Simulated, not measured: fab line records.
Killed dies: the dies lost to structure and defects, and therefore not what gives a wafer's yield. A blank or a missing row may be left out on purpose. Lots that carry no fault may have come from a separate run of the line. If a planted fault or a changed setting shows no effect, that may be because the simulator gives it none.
fab line records    flow sky130
record lots=6  wafers=18  lastDay=49
route steps=708 shown LI_CONTACT@385 LOCAL_INTERCONNECT@387
lots that met no fault: taken from a fault-free run of the same line
startH: start of the lot's first displayed wafer, in hours after the record's first day    waitH: hours elapsed since this lot's preceding step    " same as the row above    L1.1+2: a single row standing in for several wafers    - no value, or no start was given    * or withheld: withheld    < > ~ a bound
route shown NAME@n: names a module that has steps shown in the file, with the first one's number in the route    usual: mean and standard deviation over wafers with no fault    same: alike in all rows    chamber/n: place in a boat    sites: per-site readings    _std_site: how widely they spread, as a standard deviation    _edge_site: inner sites' mean taken away from outer sites' mean    radiusMm: how far each site lies from the wafer's centre    mask NAME#n: copy n    behind: the most recent tool/chamber to have shaped the wafer    hold: the reason the lot was held/the length of the hold in hours/how it ended    device: the transistor (n, p or np) that didn't switch    end of line: tests run on the same wafers once the route is complete    step lacking rows: just its recipe    killed: dies lost to structure and defects at the first sort, not the wafer's yield    map: a wafer's dies, x killed, . not, _ none there
set.NAME: the run value of the setting; set.NAME@STEP: its run value at that earlier step    model.NAME: the simulator's own value behind a step, which no gauge read
certain route steps with their lots: each step a table, each wafer a row
services: the hour from which a tool's chamber was out of use, counted from the record's first day as startH (under 0 if before that day), plus the number of hours and why
## steps
# step SKY_LI_CONTACT_THK_MEAS_23
# recipe thkMeasGauge=xrf  reads=W_of_LI_CONTACT_CVD_21
# usual LI_CONTACT_W_THK=395/6.9
lot.wafer  tool          chamber  startH  waitH  LI_CONTACT_W_THK[nm]
L392.1     filmMetro-04  -        725.39  0.1    408
L392.2     "             -        "       "      405
L392.6     "             -        "       "      404
L396.1     filmMetro-02  -        756.21  0.1    386
L396.2     "             -        "       "      394
L396.6     "             -        "       "      394
L397.1     filmMetro-02  -        764.14  0.1    394
L397.2     "             -        "       "      397
L397.3     "             -        "       "      393
L403.4     filmMetro-04  -        809.89  0.1    394
L403.5     "             -        "       "      410
L403.6     "             -        "       "      402
L402.1     filmMetro-02  -        811.49  0.1    399
L402.2     "             -        "       "      398
L402.6     "             -        "       "      396
L406.1     filmMetro-01  -        829.26  0.1    388
L406.3     "             -        "       "      393
L406.4     "             -        "       "      388
# step SKY_LI_CONTACT_CMP_24
# recipe stopOn=PSG  tOverpolishS=20  downForcePsi=3.5  platenRpm=60  targetThkNm=0  padVelocityMS=0.94248
# usual motorCurrentA=10.6/1.3  overpolishRunS=20.001/0.0089  platenRpm=60.00/0.043  timeToEndpointS=95/3.5
lot.wafer  tool    chamber  startH  waitH  motorCurrentA  overpolishRunS  platenRpm  timeToEndpointS
L392.2     cmp-01  2        725.50  0.1    8.7            19.990          60.02      96
L392.1     "       0        "       "      10.8           19.993          59.95      95
L392.6     "       2        "       "      9.8            19.998          60.01      99
L396.2     cmp-02  3        756.32  0.1    11.2           20.024          59.97      98
L396.1     "       1        "       "      10.5           20.006          59.99      100
L396.6     "       2        "       "      12.5           19.987          59.96      96
L397.1     cmp-02  2        764.41  0.3    12.3           19.997          60.01      93
L397.2     "       3        "       "      11.0           20.020          60.05      93
L397.3     "       1        "       "      10.3           19.996          60.00      95
L403.4     cmp-01  2        810.02  0.1    9.3            20.006          60.01      97
L403.5     "       0        "       "      11.6           19.994          60.00      95
L403.6     "       1        "       "      8.6            19.992          60.06      96
L402.1     cmp-02  3        811.55  0.1    11.5           20.000          60.03      94
L402.2     "       2        "       "      13.0           19.987          60.03      94
L402.6     "       0        "       "      9.3            19.997          59.99      97
L406.4     cmp-02  3        829.37  0.1    12.4           19.998          59.95      91
L406.3     "       0        "       "      9.2            20.008          60.10      95
L406.1     "       1        "       "      10.0           19.989          59.95      97
# step SKY_LOCAL_INTERCONNECT_SPUTTER_00
# recipe material=TiN  targetThkNm=100  tempC=300  powerW=6500  timeS=83.3  chamberPressurePa=0.4
# usual chamberPressurePa=0.4000/0.00078  throttleValvePct=30.2/0.83
lot.wafer  tool           chamber  startH  waitH  chamberPressurePa  throttleValvePct
L392.1     pvdSputter-02  -        725.75  0.1    0.3994             29.6
L392.2     "              -        "       "      0.4006             30.7
L392.6     "              -        "       "      0.3998             29.9
L396.1     pvdSputter-02  -        756.57  0.1    0.4008             29.9
L396.2     "              -        "       "      0.4005             29.7
L396.6     "              -        "       "      0.3993             30.4
L397.1     pvdSputter-01  -        764.71  0.2    0.3998             31.1
L397.2     "              -        "       "      0.3990             29.5
L397.3     "              -        "       "      0.4008             29.1
L403.4     pvdSputter-01  -        810.22  0.1    0.4009             31.7
L403.5     "              -        "       "      0.4009             31.5
L403.6     "              -        "       "      0.4003             29.5
L402.1     pvdSputter-02  -        811.85  0.2    0.4003             30.3
L402.2     "              -        "       "      0.3992             29.9
L402.6     "              -        "       "      0.4000             30.6
L406.1     pvdSputter-04  -        829.62  0.1    0.4001             31.3
L406.3     "              -        "       "      0.3996             28.7
L406.4     "              -        "       "      0.4002             29.5
# step SKY_LOCAL_INTERCONNECT_RS_MEAS_01
# recipe thkMeasGauge=four-point-probe  reads=TiN_of_LOCAL_INTERCONNECT_SPUTTER_00
# usual LOCAL_INTERCONNECT_TIN_RS=14.14/0.15
lot.wafer  tool          chamber  startH  waitH  LOCAL_INTERCONNECT_TIN_RS[ohm/sq]
L392.1     filmMetro-01  -        725.81  0.0    14.08
L392.2     "             -        "       "      13.94
L392.6     "             -        "       "      14.09
L396.1     filmMetro-02  -        756.63  0.0    13.95
L396.2     "             -        "       "      13.94
L396.6     "             -        "       "      13.96
L397.1     filmMetro-03  -        764.77  0.0    14.44
L397.2     "             -        "       "      14.37
L397.3     "             -        "       "      14.38
L403.4     filmMetro-03  -        810.34  0.1    14.22
L403.5     "             -        "       "      14.25
L403.6     "             -        "       "      14.34
L402.1     filmMetro-02  -        811.91  0.0    14.10
L402.2     "             -        "       "      14.04
L402.6     "             -        "       "      13.92
L406.1     filmMetro-01  -        829.68  0.0    14.12
L406.3     "             -        "       "      14.05
L406.4     "             -        "       "      14.02
# step SKY_LOCAL_INTERCONNECT_THK_MEAS_02
# recipe thkMeasGauge=xrf  reads=TiN_of_LOCAL_INTERCONNECT_SPUTTER_00
# usual LOCAL_INTERCONNECT_TIN_THK=100.8/1.1
lot.wafer  tool          chamber  startH  waitH  LOCAL_INTERCONNECT_TIN_THK[nm]
L392.1     filmMetro-01  -        725.93  0.1    101.9
L392.2     "             -        "       "      102.4
L392.6     "             -        "       "      101.5
L396.1     filmMetro-02  -        756.75  0.1    101.7
L396.2     "             -        "       "      102.2
L396.6     "             -        "       "      101.7
L397.1     filmMetro-03  -        764.89  0.1    99.7
L397.2     "             -        "       "      100.1
L397.3     "             -        "       "      99.4
L403.4     filmMetro-03  -        810.43  0.1    99.9
L403.5     "             -        "       "      100.0
L403.6     "             -        "       "      99.4
L402.1     filmMetro-02  -        812.03  0.1    100.2
L402.2     "             -        "       "      100.3
L402.6     "             -        "       "      101.2
L406.1     filmMetro-01  -        829.80  0.1    100.8
L406.3     "             -        "       "      101.9
L406.4     "             -        "       "      102.2
# step SKY_LOCAL_INTERCONNECT_DEHYDRATE_03
# recipe tempC=200  timeS=60
# step SKY_LOCAL_INTERCONNECT_HMDS_04
# recipe primeTimeS=60  primeTempC=120
# step SKY_LOCAL_INTERCONNECT_COAT_05
# recipe resist=BARC  tempC=withheld  timeS=withheld  spinRpm=3000  resistThkNm=60
# step SKY_LOCAL_INTERCONNECT_COAT_06
# recipe resist=KrF-thick  spinRpm=3000  resistThkNm=450
# step SKY_LOCAL_INTERCONNECT_SOFTBAKE_07
# recipe tempC=100  timeS=90  resist=KrF-thick
# step SKY_LOCAL_INTERCONNECT_EXPOSE_08
# recipe maskId=LI1M  na=0.8  sourceShape=annular  sigmaInner=0.55  sigmaOuter=0.85  targetCdNm=170  doseMj=28
# step SKY_LOCAL_INTERCONNECT_PEB_09
# recipe pebTempC=withheld  pebTimeS=withheld  resist=KrF-thick
# step SKY_LOCAL_INTERCONNECT_DEVELOP_10
# recipe developTimeS=60  resist=KrF-thick  devTempC=21
# usual chillPlateTempC=22.99/0.1  developTimeS=60/0
lot.wafer  tool           chamber  startH  waitH  chillPlateTempC  developTimeS  model.KrF-thick_of_LOCAL_INTERCONNECT_COAT_06.thkNm
L392.1     lithoTrack-02  0        753     -      23.00            60            433.9
L392.2     "              0        "       "      22.95            60            435.2
L392.6     "              0        "       "      22.94            60            435.1
L396.1     lithoTrack-02  -        783     -      -                -             450
L396.2     "              -        "       "      -                -             449.4
L396.6     "              -        "       "      -                -             449.8
L397.1     lithoTrack-02  -        791     -      -                -             451.4
L397.2     "              -        "       "      -                -             450.9
L397.3     "              -        "       "      -                -             449.6
L403.4     lithoTrack-02  0        836     -      23.05            60            438.2
L403.5     "              0        "       "      23.11            60            438.3
L403.6     "              0        "       "      23.08            60            436.7
L402.1     lithoTrack-02  0        838     -      22.74            60            436.9
L402.2     "              0        "       "      23.07            60            436.3
L402.6     "              0        "       "      22.87            60            438.1
L406.1     lithoTrack-03  0        855     -      22.94            60            437.1
L406.3     "              0        "       "      22.87            60            436.9
L406.4     "              0        "       "      22.87            60            436.5
# step SKY_LOCAL_INTERCONNECT_CD_MEAS_11
# recipe targetCdNm=170
# usual cdNm=170.2/1.8
lot.wafer  tool      chamber  startH  waitH  cdNm
L392.1     cdSem-01  -        753.78  -      167.1
L392.2     "         -        "       "      167.1
L392.6     "         -        "       "      169.6
L396.1     cdSem-02  -        783.78  -      -
L396.2     "         -        "       "      -
L396.6     "         -        "       "      -
L397.1     cdSem-02  -        791.53  -      -
L397.2     "         -        "       "      -
L397.3     "         -        "       "      -
L403.4     cdSem-02  -        836.49  -      169.0
L403.5     "         -        "       "      171.7
L403.6     "         -        "       "      171.2
L402.1     cdSem-01  -        838.23  -      168.2
L402.2     "         -        "       "      167.9
L402.6     "         -        "       "      168.3
L406.1     cdSem-01  -        855.97  -      171.3
L406.3     "         -        "       "      172.0
L406.4     "         -        "       "      171.4
## services
tool           chamber  startH  hours  kind
cmp-02         -        722.96  15.3   repair
cmp-02         -        738.29  6.2    pm
pvdSputter-04  -        744.91  22.3   repair
cmp-02         -        748.54  4.0    pm
cmp-02         -        752.54  -      consumableReplace:conditioner
cmp-02         -        752.54  -      consumableReplace:pad
cmp-02         -        759.53  2.6    repair
cmp-01         -        762.41  21.0   pm
pvdSputter-02  -        777.74  1.8    repair
pvdSputter-01  3        780.08  -      consumableReplace:kit
pvdSputter-01  3        780.08  18.0   scheduledDown
pvdSputter-01  3        780.08  18.0   ventCycle
cmp-01         -        792.25  5.1    pm
cmp-01         -        798.81  1.1    repair
pvdSputter-01  -        813.63  1.2    repair
pvdSputter-02  -        831.83  20.9   repair
pvdSputter-02  -        839.97  14.8   repair
cmp-01         -        848.83  0.5    repair
## key
firstSign step=SKY_LOCAL_INTERCONNECT_DEVELOP_10  reading=toolRecord  direction=missing
effect none on later readings
modelEffect step=SKY_LOCAL_INTERCONNECT_DEVELOP_10  value=KrF-thick_of_LOCAL_INTERCONNECT_COAT_06.thkNm  without=436.1  struck=450.2
metAt SKY_LOCAL_INTERCONNECT_DEVELOP_10
struckWafers L396.1,L396.2,L396.6,L397.1,L397.2,L397.3
laterRowsLeftOut L396.1,L396.2,L396.6,L397.1,L397.2,L397.3
sortLeftOut L396.1,L396.2,L396.6,L397.1,L397.2,L397.3
testerLeftOut L396,L397
onsetBetween 753 783
fault kind=skippedStepWhole  tool=lithoTrack-02  chamber=-  onsetH=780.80  steps=SKY_LOCAL_INTERCONNECT_DEVELOP_10  scope=struckLotsOnly
# testerLeftOut: of these lots the tester's yield and bins aren't shown, on N5 and GAA mostly nor the transistor test; their killed dies are dies lost to structure and defects alone, not to doping, threshold or leakage, so they don't give the yield
# sortLeftOut: the simulated sort isn't trusted on such a fault, so these wafers' sort isn't shown, and their yield isn't known
# laterRowsLeftOut: the simulator's readings of these wafers behind a module that went badly wrong aren't trusted and aren't shown, but for the sort
